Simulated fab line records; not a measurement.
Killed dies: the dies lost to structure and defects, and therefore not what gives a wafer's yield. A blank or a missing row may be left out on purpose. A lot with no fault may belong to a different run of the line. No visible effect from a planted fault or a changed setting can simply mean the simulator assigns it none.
fab line records	flow gf180mcu
record lots=24	wafers=72	last-day=34
route steps=602 shown CONTACT@291 M2@377 M3@414 V3@444
lots that met no fault: taken from a fault-free run of the same line
start-h: the number of hours between the record's first day and the start of the first shown wafer of the lot	wait-h: hours since the lot's step before	" repeats the value in the row above	L1.1+2: one row covering several wafers at once	- no value present, or no start provided	* or withheld: withheld	< > ~ a bound
route shown NAME@n: names a module that has steps shown in the file, with the first one's number in the route	usual: the fault-free wafers' mean and standard deviation	same: alike in all rows	chamber/n: place in a boat	sites: per-site readings	_std_site: how widely they spread, as a standard deviation	_edge_site: outer sites' mean less inner sites'	radius-mm: for every site, how far away it sits from the centre of the wafer	mask NAME#n: copy n	behind: the last tool/chamber to shape the wafer	hold: cause of the lot's hold/its duration in hours/its outcome	device: whichever transistor did not switch (one of n, p or np)	end of line: tests run on the same wafers once the route is complete	step lacking rows: just its recipe	killed: dies lost to structure and defects at the first sort, not the wafer's yield	map: dies across one wafer; x = killed, . = not, _ = none there
set.NAME: the setting that was run; set.NAME@STEP: the one run at that earlier step	model.NAME: the simulator's own value behind a step, which no gauge read
a sample of lots followed through the steps of the route, with each step as a table and each wafer as a row
services: from which hour (start-h, from the record's first day; less than 0 if before it) a tool's chamber was out of use, for how many hours, and why
## steps
# step GF_CONTACT_CMP_04
# recipe material=SiO2	down-force-psi=4	platen-rpm=60	pad-velocity-m-s=0.94248
# usual motor-current-A=12.5/1.3	time-to-endpoint-s=115/7
lot.wafer	tool	chamber	start-h	wait-h	motor-current-A	time-to-endpoint-s
L074.4	cmp-01	0	337.96	0.1	13.3	111
L074.2	"	1	"	"	12.3	115
L074.6	"	0	"	"	12.6	110
L075.2	cmp-02	3	346.72	0.2	14.8	110
L075.3	"	0	"	"	14.1	103
L075.6	"	2	"	"	12.4	114
L076.1	cmp-02	1	357.48	0.1	11.0	115
L076.4	"	2	"	"	12.4	120
L076.5	"	2	"	"	11.6	121
L077.3	cmp-02	3	367.09	0.0	13.1	118
L077.6	"	3	"	"	13.0	123
L077.5	"	0	"	"	13.9	119
L078.4	cmp-01	3	376.29	0.0	13.7	130
L078.3	"	2	"	"	10.5	117
L078.6	"	0	"	"	13.5	114
L079.1	cmp-02	3	385.32	0.5	13.1	114
L079.3	"	0	"	"	13.7	108
L079.6	"	3	"	"	13.3	118
L080.3	cmp-02	2	389.50	0.0	11.5	109
L080.4	"	0	"	"	13.9	123
L080.6	"	2	"	"	12.8	118
L081.3	cmp-01	2	405.50	0.0	10.6	127
L081.2	"	3	"	"	13.9	127
L081.1	"	1	"	"	12.5	116
L082.1	cmp-01	3	406.10	0.1	13.7	117
L082.4	"	1	"	"	12.6	107
L082.6	"	3	"	"	14.0	118
L083.4	cmp-02	1	420.86	0.1	10.7	115
L083.3	"	2	"	"	11.8	114
L083.5	"	3	"	"	14.6	124
L084.1	cmp-02	2	427.65	0.1	12.3	105
L084.2	"	3	"	"	13.5	114
L084.5	"	1	"	"	11.3	112
L085.2	cmp-02	3	442.63	0.1	14.5	118
L085.4	"	0	"	"	13.7	115
L085.6	"	2	"	"	12.4	115
L086.4	cmp-01	3	446.90	0.1	13.8	118
L086.1	"	0	"	"	12.9	100
L086.2	"	1	"	"	11.6	111
L087.4	cmp-01	1	452.79	0.0	12.0	113
L087.3	"	0	"	"	13.6	95
L087.6	"	1	"	"	12.9	111
L088.3	cmp-02	0	464.73	0.0	13.9	106
L088.1	"	1	"	"	11.0	119
L088.4	"	3	"	"	13.3	120
L089.3	cmp-01	2	471.33	0.1	10.1	124
L089.2	"	0	"	"	13.4	103
L089.5	"	2	"	"	9.7	122
L090.4	cmp-02	2	476.74	0.1	12.3	116
L090.3	"	3	"	"	14.2	114
L090.6	"	1	"	"	11.4	117
L091.4	cmp-01	1	486.60	0.1	12.5	114
L091.2	"	2	"	"	10.4	112
L091.6	"	1	"	"	11.9	112
L092.2	cmp-01	1	494.31	0.1	12.6	102
L092.4	"	2	"	"	10.2	114
L092.1	"	3	"	"	13.9	115
L093.1	cmp-02	1	503.38	0.1	11.2	105
L093.4	"	2	"	"	12.7	112
L093.3	"	3	"	"	13.4	112
L094.3	cmp-01	1	514.22	0.1	12.0	113
L094.1	"	2	"	"	10.5	118
L094.6	"	1	"	"	12.9	117
L095.2	cmp-02	2	521.17	0.0	12.1	121
L095.3	"	3	"	"	12.9	115
L095.1	"	0	"	"	14.2	107
L096.3	cmp-01	3	526.04	0.1	13.7	118
L096.5	"	2	"	"	10.6	120
L096.6	"	3	"	"	13.3	125
L097.2	cmp-02	1	541.49	0.0	10.7	110
L097.1	"	3	"	"	13.9	115
L097.4	"	0	"	"	13.5	122
# step GF_M2_OVL_MEAS_15
# usual M2_OVL=0/6.1
lot.wafer	tool	chamber	start-h	wait-h	M2_OVL[nm]
L074.2	overlay-01	-	436.30	0.1	7
L074.4	"	-	"	"	11
L074.6	"	-	"	"	9
L075.2	overlay-01	-	445.41	0.1	0
L075.3	"	-	"	"	-2
L075.6	"	-	"	"	2
L076.1	overlay-01	-	457.15	0.1	3
L076.4	"	-	"	"	2
L076.5	"	-	"	"	6
L077.3	overlay-01	-	467.91	0.1	-7
L077.5	"	-	"	"	-6
L077.6	"	-	"	"	-5
L078.3	overlay-01	-	477.36	0.1	-3
L078.4	"	-	"	"	4
L078.6	"	-	"	"	13
L079.1	overlay-01	-	487.29	0.1	5
L079.3	"	-	"	"	1
L079.6	"	-	"	"	-5
L080.3	overlay-01	-	489.96	0.1	4
L080.4	"	-	"	"	-4
L080.6	"	-	"	"	-11
L081.1	overlay-02	-	508.00	0.1	7
L081.2	"	-	"	"	4
L081.3	"	-	"	"	8
L082.1	overlay-01	-	508.30	0.1	-4
L082.4	"	-	"	"	1
L082.6	"	-	"	"	-3
L083.3	overlay-01	-	523.66	0.1	8
L083.4	"	-	"	"	-1
L083.5	"	-	"	"	3
L084.1	overlay-02	-	528.90	0.1	5
L084.2	"	-	"	"	7
L084.5	"	-	"	"	1
L085.2	overlay-01	-	542.91	0.1	-10
L085.4	"	-	"	"	-11
L085.6	"	-	"	"	-10
L086.1	overlay-01	-	545.45	0.1	-6
L086.2	"	-	"	"	-10
L086.4	"	-	"	"	-13
L087.3	overlay-01	-	551.31	0.1	-4
L087.4	"	-	"	"	-4
L087.6	"	-	"	"	-5
L088.1	overlay-02	-	562.45	0.1	8
L088.3	"	-	"	"	13
L088.4	"	-	"	"	16
L089.2	overlay-02	-	567.00	0.1	3
L089.3	"	-	"	"	0
L089.5	"	-	"	"	1
L090.3	overlay-01	-	572.06	0.1	-1
L090.4	"	-	"	"	-2
L090.6	"	-	"	"	-8
L091.2	overlay-01	-	581.57	0.1	-7
L091.4	"	-	"	"	-12
L091.6	"	-	"	"	-6
L092.1	overlay-01	-	589.10	0.1	-2
L092.2	"	-	"	"	-2
L092.4	"	-	"	"	-5
L093.1	overlay-02	-	597.90	0.1	0
L093.3	"	-	"	"	8
L093.4	"	-	"	"	8
L094.1	overlay-01	-	607.25	0.1	0
L094.3	"	-	"	"	0
L094.6	"	-	"	"	-9
L095.1	overlay-01	-	612.65	0.1	-7
L095.2	"	-	"	"	-12
L095.3	"	-	"	"	-4
L096.3	overlay-01	-	616.07	0.1	5
L096.5	"	-	"	"	1
L096.6	"	-	"	"	0
L097.1	overlay-02	-	630.90	0.1	-4
L097.2	"	-	"	"	1
L097.4	"	-	"	"	3
# step GF_M3_RS_MEAS_05
# recipe thk-meas-gauge=four-point-probe	reads=TiN_of_M3_SPUTTER_04+Ti_of_M3_SPUTTER_03+AlCu_of_M3_SPUTTER_02+TiN_of_M3_SPUTTER_01+Ti_of_M3_SPUTTER_00
# usual M3_ALCU_RS=0.0697/0.00095
lot.wafer	tool	chamber	start-h	wait-h	M3_ALCU_RS[ohm/sq]
L074.2	film-metro-04	-	463.93	0.0	0.0716
L074.4	"	-	"	"	0.0706
L074.6	"	-	"	"	0.0677
L075.2	film-metro-04	-	472.81	0.0	0.0687
L075.3	"	-	"	"	0.0697
L075.6	"	-	"	"	0.0691
L076.1	film-metro-01	-	484.78	0.0	0.0701
L076.4	"	-	"	"	0.0697
L076.5	"	-	"	"	0.0695
L077.3	film-metro-03	-	495.09	0.1	0.0696
L077.5	"	-	"	"	0.0706
L077.6	"	-	"	"	0.0693
L078.3	film-metro-03	-	504.01	0.1	0.0689
L078.4	"	-	"	"	0.0697
L078.6	"	-	"	"	0.0682
L079.1	film-metro-01	-	514.20	0.0	0.0700
L079.3	"	-	"	"	0.0703
L079.6	"	-	"	"	0.0706
L080.3	film-metro-04	-	516.19	0.1	0.0701
L080.4	"	-	"	"	0.0712
L080.6	"	-	"	"	0.0703
L081.1	film-metro-04	-	533.52	0.0	0.0705
L081.2	"	-	"	"	0.0691
L081.3	"	-	"	"	0.0713
L082.1	film-metro-04	-	534.17	0.0	0.0686
L082.4	"	-	"	"	0.0679
L082.6	"	-	"	"	0.0698
L083.3	film-metro-03	-	548.74	0.1	0.0690
L083.4	"	-	"	"	0.0693
L083.5	"	-	"	"	0.0709
L084.1	film-metro-03	-	554.16	0.0	0.0687
L084.2	"	-	"	"	0.0688
L084.5	"	-	"	"	0.0689
L085.2	film-metro-03	-	568.23	0.0	0.0692
L085.4	"	-	"	"	0.0691
L085.6	"	-	"	"	0.0703
L086.1	film-metro-03	-	570.87	0.0	0.0703
L086.2	"	-	"	"	0.0688
L086.4	"	-	"	"	0.0688
L087.3	film-metro-04	-	576.56	0.1	0.0697
L087.4	"	-	"	"	0.0713
L087.6	"	-	"	"	0.0707
L088.1	film-metro-04	-	587.17	0.0	0.0703
L088.3	"	-	"	"	0.0710
L088.4	"	-	"	"	0.0689
L089.2	film-metro-01	-	591.60	0.0	0.0701
L089.3	"	-	"	"	0.0696
L089.5	"	-	"	"	0.0701
L090.3	film-metro-04	-	596.30	0.1	0.0696
L090.4	"	-	"	"	0.0712
L090.6	"	-	"	"	0.0698
L091.2	film-metro-04	-	606.76	0.0	0.0700
L091.4	"	-	"	"	0.0712
L091.6	"	-	"	"	0.0696
L092.1	film-metro-01	-	612.92	0.0	0.0694
L092.2	"	-	"	"	0.0682
L092.4	"	-	"	"	0.0681
L093.1	film-metro-03	-	621.86	0.0	0.0687
L093.3	"	-	"	"	0.0707
L093.4	"	-	"	"	0.0702
L094.1	film-metro-01	-	630.86	0.0	0.0692
L094.3	"	-	"	"	0.0692
L094.6	"	-	"	"	0.0692
L095.1	film-metro-04	-	636.73	0.0	0.0709
L095.2	"	-	"	"	0.0688
L095.3	"	-	"	"	0.0698
L096.3	film-metro-03	-	639.78	0.1	0.0695
L096.5	"	-	"	"	0.0685
L096.6	"	-	"	"	0.0700
L097.1	film-metro-01	-	653.60	0.0	0.0698
L097.2	"	-	"	"	0.0705
L097.4	"	-	"	"	0.0695
# step GF_V3_OVL_MEAS_15
# usual V3_OVL=-3/6.3
lot.wafer	tool	chamber	start-h	wait-h	V3_OVL[nm]
L074.2	overlay-02	-	513.26	0.1	-4
L074.4	"	-	"	"	-4
L074.6	"	-	"	"	0
L075.2	overlay-01	-	521.29	0.1	-3
L075.3	"	-	"	"	-3
L075.6	"	-	"	"	-9
L076.1	overlay-01	-	533.72	0.1	-7
L076.4	"	-	"	"	-10
L076.5	"	-	"	"	-5
L077.3	overlay-01	-	543.57	0.1	-8
L077.5	"	-	"	"	-4
L077.6	"	-	"	"	-8
L078.3	overlay-01	-	550.23	0.1	-1
L078.4	"	-	"	"	-10
L078.6	"	-	"	"	-9
L079.1	overlay-02	-	560.25	0.1	-1
L079.3	"	-	"	"	-4
L079.6	"	-	"	"	-2
L080.3	overlay-02	-	562.16	0.1	-16
L080.4	"	-	"	"	-15
L080.6	"	-	"	"	-8
L081.1	overlay-01	-	578.34	0.1	-5
L081.2	"	-	"	"	-7
L081.3	"	-	"	"	-5
L082.1	overlay-02	-	579.85	0.1	1
L082.4	"	-	"	"	3
L082.6	"	-	"	"	2
L083.3	overlay-02	-	592.66	0.1	-15
L083.4	"	-	"	"	-16
L083.5	"	-	"	"	-14
L084.1	overlay-01	-	598.85	0.1	-2
L084.2	"	-	"	"	0
L084.5	"	-	"	"	-5
L085.2	overlay-02	-	611.99	0.1	12
L085.4	"	-	"	"	5
L085.6	"	-	"	"	1
L086.1	overlay-02	-	615.30	0.1	-8
L086.2	"	-	"	"	-10
L086.4	"	-	"	"	-3
L087.3	overlay-01	-	619.96	0.1	4
L087.4	"	-	"	"	5
L087.6	"	-	"	"	12
L088.1	overlay-01	-	629.95	0.1	-14
L088.3	"	-	"	"	-8
L088.4	"	-	"	"	-5
L089.2	overlay-02	-	635.01	0.1	-1
L089.3	"	-	"	"	-3
L089.5	"	-	"	"	4
L090.3	overlay-01	-	639.26	0.1	-8
L090.4	"	-	"	"	3
L090.6	"	-	"	"	-11
L091.2	overlay-01	-	649.35	0.1	-12
L091.4	"	-	"	"	-5
L091.6	"	-	"	"	-15
L092.1	overlay-02	-	655.55	0.1	-1
L092.2	"	-	"	"	-2
L092.4	"	-	"	"	3
L093.1	overlay-02	-	662.80	0.1	-8
L093.3	"	-	"	"	-5
L093.4	"	-	"	"	-3
L094.1	overlay-01	-	671.95	0.1	4
L094.3	"	-	"	"	8
L094.6	"	-	"	"	3
L095.1	overlay-01	-	677.40	0.1	-8
L095.2	"	-	"	"	-5
L095.3	"	-	"	"	-9
L096.3	overlay-01	-	679.71	0.1	6
L096.5	"	-	"	"	2
L096.6	"	-	"	"	-5
L097.1	overlay-02	-	693.75	0.1	7
L097.2	"	-	"	"	5
L097.4	"	-	"	"	6
# step GF_V3_ETCH_16
# recipe chemistry=N2/H2	target-depth-a=withheld	overetch-a=withheld	time-s=withheld	target=BARC	ion-energy-ev=200	source-w=500	bias-w=100	pressure-mtorr=30	n2-flow-sccm=100	h2-flow-sccm=200
# usual drypump-motor-current-A=5.6/0.35	oes-product-au=0.855/0.0048	throttle-valve-pct=13.224/0.0088
lot.wafer	tool	chamber	start-h	wait-h	drypump-motor-current-A	oes-product-au	throttle-valve-pct
L074.2	rie-diel-03	1	513.29	0.0	5.7	0.850	13.222
L074.4	"	0	"	"	5.5	0.860	13.223
L074.6	"	2	"	"	6.1	0.854	13.225
L075.2	rie-diel-04	0	521.32	0.0	5.4	0.857	13.224
L075.3	"	3	"	"	5.4	0.849	13.216
L075.6	"	3	"	"	5.4	0.854	13.202
L076.1	rie-diel-03	0	533.76	0.0	5.5	0.853	13.214
L076.4	"	1	"	"	5.7	0.855	13.233
L076.5	"	0	"	"	5.5	0.853	13.232
L077.3	rie-diel-01	1	543.59	0.0	5.8	0.854	13.224
L077.5	"	2	"	"	5.1	0.852	13.218
L077.6	"	3	"	"	6.1	0.862	13.224
L078.3	rie-diel-01	2	550.25	0.0	5.1	0.853	13.215
L078.4	"	1	"	"	5.7	0.852	13.213
L078.6	"	1	"	"	5.7	0.855	13.220
L079.1	rie-diel-03	0	560.29	0.0	5.4	0.853	13.218
L079.3	"	3	"	"	5.6	0.852	13.229
L079.6	"	3	"	"	5.6	0.855	13.229
L080.3	rie-diel-01	2	562.19	0.0	5.1	0.857	13.233
L080.4	"	0	"	"	5.0	0.852	13.204
L080.6	"	0	"	"	5.0	0.859	13.213
L081.1	rie-diel-01	0	578.37	0.0	5.0	0.845	13.225
L081.2	"	3	"	"	6.0	0.862	13.230
L081.3	"	2	"	"	5.1	0.852	13.206
L082.1	rie-diel-03	2	579.89	0.0	6.0	0.858	13.215
L082.4	"	0	"	"	5.5	0.855	13.220
L082.6	"	2	"	"	6.1	0.836	13.211
L083.3	rie-diel-04	0	592.69	0.0	5.3	0.862	13.221
L083.4	"	3	"	"	5.4	0.861	13.204
L083.5	"	1	"	"	6.2	0.860	13.228
L084.1	rie-diel-04	3	598.88	0.0	5.5	0.857	13.221
L084.2	"	2	"	"	5.2	0.861	13.224
L084.5	"	0	"	"	5.3	0.861	13.221
L085.2	rie-diel-03	2	612.02	0.0	6.1	0.859	13.224
L085.4	"	3	"	"	5.5	0.846	13.215
L085.6	"	3	"	"	5.5	0.868	13.237
L086.1	rie-diel-04	1	615.34	0.0	6.2	0.866	13.218
L086.2	"	2	"	"	5.2	0.853	13.212
L086.4	"	0	"	"	5.4	0.856	13.232
L087.3	rie-diel-03	3	619.98	0.0	5.5	0.856	13.229
L087.4	"	0	"	"	5.5	0.855	13.220
L087.6	"	2	"	"	6.1	0.863	13.232
L088.1	rie-diel-04	0	629.98	0.0	5.4	0.854	13.216
L088.3	"	2	"	"	5.2	0.852	13.216
L088.4	"	1	"	"	6.2	0.861	13.213
L089.2	rie-diel-04	0	635.04	0.0	5.4	0.857	13.204
L089.3	"	1	"	"	6.2	0.863	13.233
L089.5	"	2	"	"	5.2	0.849	13.233
L090.3	rie-diel-04	3	639.28	0.0	5.5	0.854	13.231
L090.4	"	1	"	"	6.2	0.857	13.219
L090.6	"	1	"	"	6.2	0.856	13.217
L091.2	rie-diel-03	1	649.38	0.0	5.7	0.853	13.216
L091.4	"	3	"	"	5.6	0.858	13.230
L091.6	"	3	"	"	5.6	0.846	13.207
L092.1	rie-diel-03	3	655.58	0.0	5.5	0.856	13.227
L092.2	"	0	"	"	5.5	0.863	13.246
L092.4	"	2	"	"	6.1	0.854	13.206
L093.1	rie-diel-03	1	662.84	0.0	5.7	0.859	13.220
L093.3	"	2	"	"	6.1	0.858	13.222
L093.4	"	0	"	"	5.5	0.857	13.226
L094.1	rie-diel-03	2	671.99	0.0	6.1	0.858	13.223
L094.3	"	1	"	"	5.7	0.864	13.225
L094.6	"	1	"	"	5.7	0.855	13.237
L095.1	rie-diel-03	1	677.44	0.0	5.7	0.853	13.226
L095.2	"	2	"	"	6.0	0.857	13.235
L095.3	"	3	"	"	5.6	0.859	13.226
L096.3	rie-diel-04	3	679.73	0.0	5.4	0.846	13.216
L096.5	"	2	"	"	5.2	0.854	13.239
L096.6	"	3	"	"	5.4	0.853	13.222
L097.1	rie-diel-04	1	693.78	0.0	6.2	0.859	13.218
L097.2	"	3	"	"	5.4	0.854	13.219
L097.4	"	2	"	"	5.2	0.854	13.229
# step GF_V3_ETCH_17
# recipe chemistry=C4F8/O2/Ar	mask-material=KrF	target=SiO2	stop-on=TiN	source-w=1500	bias-w=1200	pressure-mtorr=40	c4f8-flow-sccm=withheld	O2_flow_sccm=6	Ar_flow_sccm=300	time-s=withheld	target-depth-a=6350
# usual oes-product-au=0.856/0.0048
lot.wafer	tool	chamber	start-h	wait-h	oes-product-au
L074.2	rie-diel-03	1	-	-	0.861
L074.4	"	0	"	"	0.862
L074.6	"	2	"	"	0.864
L075.2	rie-diel-04	0	-	-	0.855
L075.3	"	3	"	"	0.858
L075.6	"	3	"	"	0.856
L076.1	rie-diel-03	0	-	-	0.860
L076.4	"	1	"	"	0.856
L076.5	"	0	"	"	0.859
L077.3	rie-diel-01	1	-	-	0.853
L077.5	"	2	"	"	0.857
L077.6	"	3	"	"	0.856
L078.3	rie-diel-01	2	-	-	0.858
L078.4	"	1	"	"	0.861
L078.6	"	1	"	"	0.856
L079.1	rie-diel-03	0	-	-	0.856
L079.3	"	3	"	"	0.854
L079.6	"	3	"	"	0.853
L080.3	rie-diel-01	2	-	-	0.852
L080.4	"	0	"	"	0.853
L080.6	"	0	"	"	0.858
L081.1	rie-diel-01	0	-	-	0.855
L081.2	"	3	"	"	0.851
L081.3	"	2	"	"	0.849
L082.1	rie-diel-03	2	-	-	0.860
L082.4	"	0	"	"	0.856
L082.6	"	2	"	"	0.858
L083.3	rie-diel-04	0	-	-	0.853
L083.4	"	3	"	"	0.867
L083.5	"	1	"	"	0.858
L084.1	rie-diel-04	3	-	-	0.859
L084.2	"	2	"	"	0.858
L084.5	"	0	"	"	0.863
L085.2	rie-diel-03	2	-	-	0.864
L085.4	"	3	"	"	0.847
L085.6	"	3	"	"	0.857
L086.1	rie-diel-04	1	-	-	0.854
L086.2	"	2	"	"	0.847
L086.4	"	0	"	"	0.852
L087.3	rie-diel-03	3	-	-	0.856
L087.4	"	0	"	"	0.850
L087.6	"	2	"	"	0.852
L088.1	rie-diel-04	0	-	-	0.852
L088.3	"	2	"	"	0.855
L088.4	"	1	"	"	0.852
L089.2	rie-diel-04	0	-	-	0.853
L089.3	"	1	"	"	0.864
L089.5	"	2	"	"	0.854
L090.3	rie-diel-04	3	-	-	0.863
L090.4	"	1	"	"	0.857
L090.6	"	1	"	"	0.853
L091.2	rie-diel-03	1	-	-	0.854
L091.4	"	3	"	"	0.854
L091.6	"	3	"	"	0.865
L092.1	rie-diel-03	3	-	-	0.856
L092.2	"	0	"	"	0.849
L092.4	"	2	"	"	0.865
L093.1	rie-diel-03	1	-	-	0.865
L093.3	"	2	"	"	0.856
L093.4	"	0	"	"	0.864
L094.1	rie-diel-03	2	-	-	0.857
L094.3	"	1	"	"	0.856
L094.6	"	1	"	"	0.860
L095.1	rie-diel-03	1	-	-	0.865
L095.2	"	2	"	"	0.856
L095.3	"	3	"	"	0.857
L096.3	rie-diel-04	3	-	-	0.861
L096.5	"	2	"	"	0.856
L096.6	"	3	"	"	0.853
L097.1	rie-diel-04	1	-	-	0.861
L097.2	"	3	"	"	0.857
L097.4	"	2	"	"	0.851
## services
tool	chamber	start-h	hours	kind
rie-diel-04	-	321.44	4.3	pm
rie-diel-03	3	325.61	6.4	repair
cmp-02	-	327.53	1.0	repair
cmp-01	-	328.52	8.4	pm
cmp-02	-	331.20	0.7	repair
rie-diel-03	2	334.05	2.3	repair
rie-diel-04	0	372.35	3.7	repair
cmp-01	-	383.43	4.6	repair
cmp-01	-	386.30	0.9	repair
rie-diel-04	2	397.29	21.5	repair
cmp-02	-	404.00	4.0	pm
cmp-02	-	450.38	2.1	repair
rie-diel-03	3	494.13	1.9	repair
rie-diel-03	2	497.91	3.3	repair
rie-diel-03	-	531.34	1.8	repair
rie-diel-04	0	537.49	5.7	repair
rie-diel-04	-	541.70	14.6	pm
cmp-02	-	547.63	4.4	pm
cmp-02	-	552.87	0.3	repair
rie-diel-03	3	591.81	10.2	repair
rie-diel-03	-	592.09	0.2	repair
cmp-02	-	610.37	0.2	repair
rie-diel-04	2	674.09	4.3	repair
rie-diel-04	3	683.81	7.0	repair
## key
fault none
